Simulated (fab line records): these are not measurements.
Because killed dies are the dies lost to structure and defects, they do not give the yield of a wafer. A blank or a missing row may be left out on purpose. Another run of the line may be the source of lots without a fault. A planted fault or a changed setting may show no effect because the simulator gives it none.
8D (eight disciplines) problem report, filled in by code / flow sky130 / the parts of the form that need people (team, actions taken, sign-off) are left out

== 1. WHAT WENT WRONG ==
Wafers without a fault read 0.983 a.u., standard deviation 0.0059; oes product au at SKY_VIA1_ETCH_15 reads a mean of 0.883 a.u. on 2 wafers belonging to 2 lots. That puts it -17 standard deviations away from the usual mean.
The step: etches SiO2 in C4F8/O2/Ar, stops on TiN, target depth 351 nm, time 54 s.
Earliest sighting: wafer L230.5 on rie diel-01 at day 37 04:45. The record has a number at this step for 42 wafers belonging to 14 lots. Rule for "out", or "out of limits": more than 4 standard deviations from the usual mean. Any other wafer with a number is counted as sound.

== 2. WHAT IT IS AND WHAT IT IS NOT ==
question=which readings at this step | is=oes product au | is not=-
question=which lots | is=L230, L231 | is not=L221, L222, L225, L226, L227, L234, L235, L238, L241, L242, L243, L244
question=which wafers of those lots | is=L230.5, L231.4 | is not=L230.1, L230.6, L231.1, L231.2
question=read on which tools | is=rie diel-01 | is not=rie diel-03, rie diel-04
question=when | is=from day 37 04:45 | is not=up to then (17 sound wafers); but 23 sound wafers of L231, L234, L235, L238, L241, L242, L243, L244 came after

== 3. SUSPECTS, AND WHAT RULES EACH OUT ==
Counting: any tool at a process step up to the reading remains a suspect provided it ran every lot that is out. Sound lots after the first of them don't rule it out here, since some wafers of a struck lot are sound.
- rie diel-01 at SKY_VIA1_ETCH_15 (etches SiO2 in C4F8/O2/Ar, stops on TiN, target depth 351 nm, time 54 s): kept. It ran every lot that is out, first L230 (day 37 04:45); its last sound lot up to then is L226 (day 35 15:16). Its own readings are out on those wafers: oes product au.
- In rie diel-01 at SKY_VIA1_ETCH_15, the wafers that are out were processed in chamber 3 and their sound lot-mates in chambers 0, 2.
Left after counting: rie diel-01 at SKY_VIA1_ETCH_15.

== 4. THE CAUSE (what the simulator had put in) ==
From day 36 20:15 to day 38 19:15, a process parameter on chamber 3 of rie diel-01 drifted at SKY_VIA1_ETCH_15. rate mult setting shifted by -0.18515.
Only this tool survived the counting.

== 5. THE CHAIN OF EFFECTS, in route order ==
Rows list readings where the struck wafers' mean (over those with a number) sits beyond 3 standard deviations from the usual. Scope: only readings with a usual standard deviation given in the record; hours: median across lots of the time from each lot's start at the first step in this table that gives one to its start at this step; sigmas: change in usual standard deviations.
hours=0; step=SKY_VIA1_ETCH_15; reading=oes product au; usual=0.983 a.u.; on struck wafers=0.883; change=-0.100; sigmas=-17
hours=0; step=SKY_VIA1_STRIP_16; reading=strip time to endpoint s; usual=4.458 s; on struck wafers=4.580; change=+0.122; sigmas=+4.5
Process steps it contains:
- SKY_VIA1_ETCH_15: etches SiO2 in C4F8/O2/Ar, stops on TiN, target depth 351 nm, time 54 s.
- SKY_VIA1_STRIP_16: strips in O2/N2.

== 6. HOW IT WOULD HAVE BEEN CAUGHT EARLIER ==
First out-of-limits reading in this record: day 37 04:45, which is 8 hours after fault onset at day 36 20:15.
